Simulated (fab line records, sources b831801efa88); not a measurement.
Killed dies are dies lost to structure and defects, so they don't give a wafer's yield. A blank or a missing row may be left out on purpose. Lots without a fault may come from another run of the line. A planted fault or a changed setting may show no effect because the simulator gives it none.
Problem report in the 8D (eight disciplines) form, filled by code | flow sfq_line | the parts of the form that need people (team, actions taken, sign-off) are left out

1. THE PROBLEM
chamber_pressure_pa at SFQ_TRILAYER_R5_DEP_SPUTTER_133 reads a mean of 0.3451 Pa on 6 wafers of 2 lots; wafers without a fault read 0.4000 Pa with a standard deviation of 0.00084. That is -65 standard deviations from the usual mean.
The step: material MoNx, target thk 40 nm, time 66.7 s.
First seen on wafer L394.4, day 60 05:22, on pvd_sputter-05. The record holds 42 wafers of 14 lots with a number at this step. Rule for "out", or "out of limits": more than 4 standard deviations from the usual mean. The other wafers with a number count as sound.

2. WHAT IT IS AND WHAT IT IS NOT
question                    | is                     | is not
which readings at this step | chamber_pressure_pa    | -
which lots                  | L394, L396             | L385, L386, L387, L388, L389, L395, L402, L403, L404, L405, L406, L408
which wafers of those lots  | all that have a number | -
read on which tools         | pvd_sputter-05         | pvd_sputter-03, pvd_sputter-04
when                        | from day 60 05:22      | up to then (15 sound wafers); but 21 sound wafers of L395, L402, L403, L404, L405, L406, L408 came after

3. SUSPECTS, AND WHAT RULES EACH OUT
Counting: a tool at a process step up to the reading stays a suspect if it ran every lot that is out and no sound lot after the first of them.
- pvd_sputter-05 at SFQ_TRILAYER_R5_DEP_SPUTTER_133 (material MoNx, target thk 40 nm, time 66.7 s): ruled out as a lasting fault. Sound lots L403, L405, L406 ran on it after its first lot that is out, L394 (day 60 05:22).
Left after counting: nothing in the record.

4. THE CAUSE (what the simulator had put in)
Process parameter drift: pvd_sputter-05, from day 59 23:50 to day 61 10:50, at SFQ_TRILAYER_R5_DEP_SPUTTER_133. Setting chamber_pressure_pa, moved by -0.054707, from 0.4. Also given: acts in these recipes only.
Counting ruled it out, wrongly.

5. THE CHAIN OF EFFECTS, in route order
Each row: a reading whose mean over the struck wafers that have a number lies more than 3 standard deviations from the usual. Only readings for which the record gives a usual standard deviation are gone through. hours: the time from each lot's start at the first step in this table that gives one to its start at this step, as a median over the lots. sigmas: the change in usual standard deviations.
hours | step                            | reading             | usual     | on struck wafers | change  | sigmas
0     | SFQ_TRILAYER_R5_DEP_SPUTTER_133 | chamber_pressure_pa | 0.4000 Pa | 0.3451           | -0.0549 | -65
The process steps in it:
- SFQ_TRILAYER_R5_DEP_SPUTTER_133: material MoNx, target thk 40 nm, time 66.7 s.

6. WHAT WOULD HAVE CAUGHT IT SOONER
In this record the first reading out of limits was taken at day 60 05:22, 6 hours after the fault began at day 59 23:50.
